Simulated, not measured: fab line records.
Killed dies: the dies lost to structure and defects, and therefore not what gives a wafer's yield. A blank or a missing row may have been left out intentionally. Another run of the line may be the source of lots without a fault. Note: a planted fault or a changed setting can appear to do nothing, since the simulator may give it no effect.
Which tool did it? -- flow gf180mcu -- 39 wafers from 13 lots sampled at 4 of the route's 602 steps

== WHAT THE GAUGES SHOWED, per wafer ==
GF_V4_OVL_MEAS_15.
lot,measured,on,V4_OVL (nm)
L745,day 24 15:37,overlay-02,8 5 6
L747,day 25 02:32,overlay-01,3 -11 -1
L748,day 25 19:38,overlay-02,-10 -6 -2
L749,day 25 23:54,overlay-01,12 3 -2
L750,day 26 10:24,overlay-02,-4 -6 0
L753,day 26 22:03,overlay-02,14 10 14
L760,day 29 09:05,overlay-01,8 -3 -3
L761,day 29 11:27,overlay-01,3 8 -1
L764,day 30 12:06,overlay-02,-7 0 -4
L765,day 30 13:48,overlay-01,4 -3 -4
L766,day 30 23:42,overlay-02,-1 -1 8
L767,day 31 00:49,overlay-01,-3 -9 1
L768,day 31 06:04,overlay-02,5 -6 1

GF_PASSIVATION_THK_MEAS_01.
lot,measured,on,PASSIVATION_CVD_00_THK (nm)
L745,day 28 08:41,film-metro-02,993 1012 1005
L747,day 28 18:19,film-metro-01,1013 1028 1026
L748,day 29 10:08,film-metro-02,987 983 1003
L749,day 29 12:35,film-metro-02,996 988 1017
L750,day 30 00:40,film-metro-02,991 1003 1004
L753,day 30 10:53,film-metro-02,992 1007 1003
L760,day 32 14:57,film-metro-02,1000 1009 1021
L761,day 32 16:16,film-metro-01,994 1002 1007
L764,day 33 13:58,film-metro-01,1003 980 1005
L765,day 33 14:52,film-metro-02,1011 1018 1017
L766,day 33 23:49,film-metro-01,995 1016 999
L767,day 34 00:41,film-metro-04,995 988 1005
L768,day 34 05:12,film-metro-04,1015 1010 1012

== WHAT TOOL EACH LOT RAN ON (gives the tool, then ch and the chambers of the sampled wafers, and finally the start) ==
lot,GF_V5_CVD_02,GF_V5_CMP_26
L745,"pecvd-04 ch 0,2, day 26 12:44","cmp-02 ch 0,1,3, day 27 11:41"
L747,"pecvd-01 ch 0,1,2, day 26 22:47","cmp-02 ch 0,1,2, day 27 21:04"
L748,"pecvd-02 ch 0,2, day 27 16:14","cmp-02 ch 0,2,3, day 28 13:33"
L749,"pecvd-01 ch 0,1,2, day 27 18:31","cmp-01 ch 1,2, day 28 16:04"
L750,"pecvd-04 ch 1,2, day 28 05:31","cmp-02 ch 0,2, day 29 03:28"
L753,"pecvd-01 ch 0,1,2, day 28 17:09","cmp-02 ch 0,2, day 29 14:37"
L760,"pecvd-01 ch 1,2, day 31 01:58","cmp-01 ch 1,2, day 31 21:34"
L761,"pecvd-01 ch 0,1, day 31 03:11","cmp-01 ch 0,2, day 31 22:28"
L764,"pecvd-02 ch 1,2, day 32 02:08","cmp-02 ch 1,2, day 32 20:35"
L765,"pecvd-01 ch 0,1, day 32 03:34","cmp-02 ch 1,2,3, day 32 21:40"
L766,"pecvd-04 ch 1,2, day 32 13:22","cmp-02 ch 2,3, day 33 07:04"
L767,"pecvd-01 ch 0,1,2, day 32 14:08","cmp-01 ch 0,1,3, day 33 07:43"
L768,"pecvd-01 ch 0,1,2, day 32 18:38","cmp-01 ch 0,3, day 33 12:37"
- GF_V5_CVD_02: deposits SiO2 from TEOS, target thk 1450 nm, time 163.28 s.
- GF_V5_CMP_26: polishes, stops on SiO2, t overpolish 15 s, target thk 0 nm.

== AS READ BY THE TOOLS THEMSELVES (means over the sampled wafers that have a number; for cases with no such wafer, the mark the record gives instead) ==
GF_V5_CVD_02.
lot,tool,heater-power-w (W)
L745,pecvd-04,629
L747,pecvd-01,767
L748,pecvd-02,578
L749,pecvd-01,708
L750,pecvd-04,800
L753,pecvd-01,711
L760,pecvd-01,750
L761,pecvd-01,751
L764,pecvd-02,686
L765,pecvd-01,718
L766,pecvd-04,769
L767,pecvd-01,738
L768,pecvd-01,746

GF_V5_CMP_26.
lot,tool,motor-current-A (A),overpolish-run-s (s),time-to-endpoint-s (s)
L745,cmp-02,11.5,14.995,84.2
L747,cmp-02,10.4,14.997,85.9
L748,cmp-02,10.6,15.004,86.4
L749,cmp-01,11.2,15.001,85.5
L750,cmp-02,10.1,14.996,84.1
L753,cmp-02,10.0,14.995,83.1
L760,cmp-01,10.8,15.000,84.6
L761,cmp-01,10.5,15.001,85.3
L764,cmp-02,10.5,14.999,86.4
L765,cmp-02,11.1,15.006,88.0
L766,cmp-02,10.3,14.991,85.1
L767,cmp-01,9.9,14.994,80.7
L768,cmp-01,9.6,14.995,84.1

== THE ANSWER, worked out from the rows above alone ==
Rule: the usual values come from the lots themselves. The widest of any qualifying gaps counts: lots, ordered by their means at a reading, are off when they make up no more than a third of the lots, leave a main group of 4 or more, and stand apart from it by 3 or more times the standard deviation of that group's means. A main group is skipped when, at the precision printed for the reading in the tables above, its means are all equal. A lot without any number at a reading at which 4 lots or more have one is off too. Where the step has rows for the other lots, those lots are counted as sound. First the gauges in route order, then the tools' own readings, where a lot's mean is used as printed above. At the first step where some lot is off, the reading lying furthest off is the one used; lots without a number count as furthest.
No lot is off on any of the readings shown, so nothing can be concluded from this.

== WHAT THE SIMULATOR HAD INSERTED ==
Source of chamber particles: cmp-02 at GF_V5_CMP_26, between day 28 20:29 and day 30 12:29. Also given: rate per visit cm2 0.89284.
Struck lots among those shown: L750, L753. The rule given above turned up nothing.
